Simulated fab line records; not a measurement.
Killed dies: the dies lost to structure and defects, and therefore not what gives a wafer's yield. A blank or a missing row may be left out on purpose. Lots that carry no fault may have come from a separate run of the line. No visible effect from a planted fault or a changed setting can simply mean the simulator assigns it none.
Which tool is to blame? + flow sky130 + Sampling: 6 lots, 18 wafers, 2 of 708 route steps

== WHAT THE GAUGES SHOWED, per wafer ==
SKY_LDD_P_TW_MEAS_11.
| lot  | measured     | on           | LDD_P_TW    |
|------|--------------|--------------|-------------|
| L360 | day 19 06:35 | filmMetro-02 | 633 633 633 |
| L362 | day 19 19:31 | filmMetro-02 | 633 633 638 |
| L364 | day 21 00:37 | filmMetro-04 | 641 636 638 |
| L366 | day 21 19:37 | filmMetro-04 | 641 641 638 |
| L368 | day 22 14:07 | filmMetro-01 | 635 636 638 |
| L372 | day 24 12:27 | filmMetro-04 | 639 643 640 |

== WHAT TOOL EACH LOT RAN ON (gives the tool, then ch and the chambers of the sampled wafers, and finally the start) ==
| lot  | SKY_LDD_P_IMPLANT_09            |
|------|---------------------------------|
| L360 | implanter-03 ch 0, day 19 06:23 |
| L362 | implanter-03 ch 0, day 19 19:16 |
| L364 | implanter-02 ch 0, day 21 00:23 |
| L366 | implanter-03 ch 0, day 21 19:24 |
| L368 | implanter-02 ch 0, day 22 13:53 |
| L372 | implanter-03 ch 0, day 24 12:12 |
- SKY_LDD_P_IMPLANT_09

== THE ANSWER, worked out from the rows above alone ==
Rule: what is usual is taken from the lots themselves. Put in order of their means at a reading, lots are off if they are a third of the lots or fewer, leave a main group of 4 or more, and stand apart from it by a gap of 3 or more times the standard deviation of the main group's means; of several such gaps the widest counts. If all means in a main group match to the digits the tables above print for the reading, that group is not used. Also off: a lot with no number at a reading for which 4 or more lots have one. Any other lot the step has rows for is counted as sound.
Across all readings shown, no lot is off: no conclusion can be drawn from this.

== WHAT THE SIMULATOR HAD INSERTED ==
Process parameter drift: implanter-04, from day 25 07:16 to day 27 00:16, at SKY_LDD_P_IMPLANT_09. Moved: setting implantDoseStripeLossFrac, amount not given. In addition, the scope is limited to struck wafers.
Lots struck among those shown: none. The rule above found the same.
